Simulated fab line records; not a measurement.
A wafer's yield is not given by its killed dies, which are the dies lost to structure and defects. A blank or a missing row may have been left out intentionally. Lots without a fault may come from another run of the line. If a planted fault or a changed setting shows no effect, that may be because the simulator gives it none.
Check of tool commonality -- flow sky130 -- Lots sampled 13, wafers sampled 39

## WHY THIS WAS OPENED
At SKY_VT_ADJUST_HVTR_TW_MEAS_11 the reading VT_ADJUST_HVTR_TW is flagged on 2 of 13 lots. Wafers without a fault read 210.9, standard deviation 1.
Rule: flag the lot when none of its wafers has a number, or when each of its wafers that has one lies beyond 4 standard deviations from that mean. The rest of the lots are taken to be sound.

lot,measured,on,"VT_ADJUST_HVTR_TW, wafer by wafer",flag
L536,day 9 15:16,film_metro-04,210.3 210.6 210.7,
L537,day 10 01:24,film_metro-04,210.8 211.0 211.0,
L538,day 10 11:26,film_metro-03,211.8 211.6 212.9,
L539,day 10 20:25,film_metro-02,211.2 210.8 211.0,
L540,day 11 00:25,film_metro-02,208.2 208.8 209.6,
L541,day 11 07:07,film_metro-02,209.8 209.6 209.0,
L543,day 11 23:36,film_metro-03,210.8 210.6 210.3,
L544,day 12 05:27,film_metro-04,198.1 198.2 199.4,FLAGGED
L550,day 14 02:02,film_metro-04,198.2 199.2 198.2,FLAGGED
L554,day 15 09:29,film_metro-03,211.3 210.9 212.8,
L556,day 15 21:42,film_metro-04,210.5 210.1 210.1,
L557,day 16 06:33,film_metro-02,208.9 209.6 208.7,
L558,day 16 12:11,film_metro-03,212.2 211.9 211.5,
On average the flagged lots' numbers are 198.5, which is -12.4 against the usual, or -12 standard deviations.

## WHICH TOOL EACH LOT WENT THROUGH
The record holds 1 process step before the reading, out of a route of 708 steps. In each cell: the tool, then ch and the chambers that the sampled wafers went through, then the start.
lot,flag,SKY_VT_ADJUST_HVTR_IMPLANT_09
L536,,"implanter-02 ch 0, day 9 15:01"
L537,,"implanter-03 ch 0, day 10 01:09"
L538,,"implanter-04 ch 0, day 10 11:12"
L539,,"implanter-04 ch 0, day 10 20:12"
L540,,"implanter-03 ch 0, day 11 00:11"
L541,,"implanter-03 ch 0, day 11 06:54"
L543,,"implanter-04 ch 0, day 11 23:21"
L544,FLAGGED,"implanter-04 ch 0, day 12 05:12"
L550,FLAGGED,"implanter-04 ch 0, day 14 01:47"
L554,,"implanter-03 ch 0, day 15 09:15"
L556,,"implanter-02 ch 0, day 15 21:27"
L557,,"implanter-04 ch 0, day 16 06:18"
L558,,"implanter-02 ch 0, day 16 11:56"
What is done by these steps:
- SKY_VT_ADJUST_HVTR_IMPLANT_09
- SKY_VT_ADJUST_HVTR_TW_MEAS_11

## FLAGGED OVER TOTAL, TOOL BY TOOL (the gauges that took the reading come last)
step,tool,lots run,flagged,share of the flagged lots,sound lots run after its first flagged lot
SKY_VT_ADJUST_HVTR_IMPLANT_09,implanter-02,3,0,none,-
SKY_VT_ADJUST_HVTR_IMPLANT_09,implanter-03,4,0,none,-
SKY_VT_ADJUST_HVTR_IMPLANT_09,implanter-04,6,2,all,1 (L557)
SKY_VT_ADJUST_HVTR_TW_MEAS_11,film_metro-02,4,0,none,-
SKY_VT_ADJUST_HVTR_TW_MEAS_11,film_metro-03,4,0,none,-
SKY_VT_ADJUST_HVTR_TW_MEAS_11,film_metro-04,5,2,all,1 (L556)

## WHAT THE TABLE PERMITS
implanter-04 at SKY_VT_ADJUST_HVTR_IMPLANT_09 and film_metro-04 at SKY_VT_ADJUST_HVTR_TW_MEAS_11 are the 2 rows of the table that ran each flagged lot.
- implanter-04 at SKY_VT_ADJUST_HVTR_IMPLANT_09: 2 of its 6 lots flagged. Lots that were sound ran on it after the first flagged one (L557); a persistent fault on the entire tool would not allow that. Its own readings lie more than 4 standard deviations out on every wafer of the flagged lots: beam_on_s, faraday_current_uA.
- film_metro-04 at SKY_VT_ADJUST_HVTR_TW_MEAS_11: 2 of its 5 lots flagged. Lots that were sound ran on it after the first flagged one (L556); a persistent fault on the entire tool would not allow that.
No row of the table ran every flagged lot and no sound lot after the first.

## WHAT WAS PUT IN BY THE SIMULATOR
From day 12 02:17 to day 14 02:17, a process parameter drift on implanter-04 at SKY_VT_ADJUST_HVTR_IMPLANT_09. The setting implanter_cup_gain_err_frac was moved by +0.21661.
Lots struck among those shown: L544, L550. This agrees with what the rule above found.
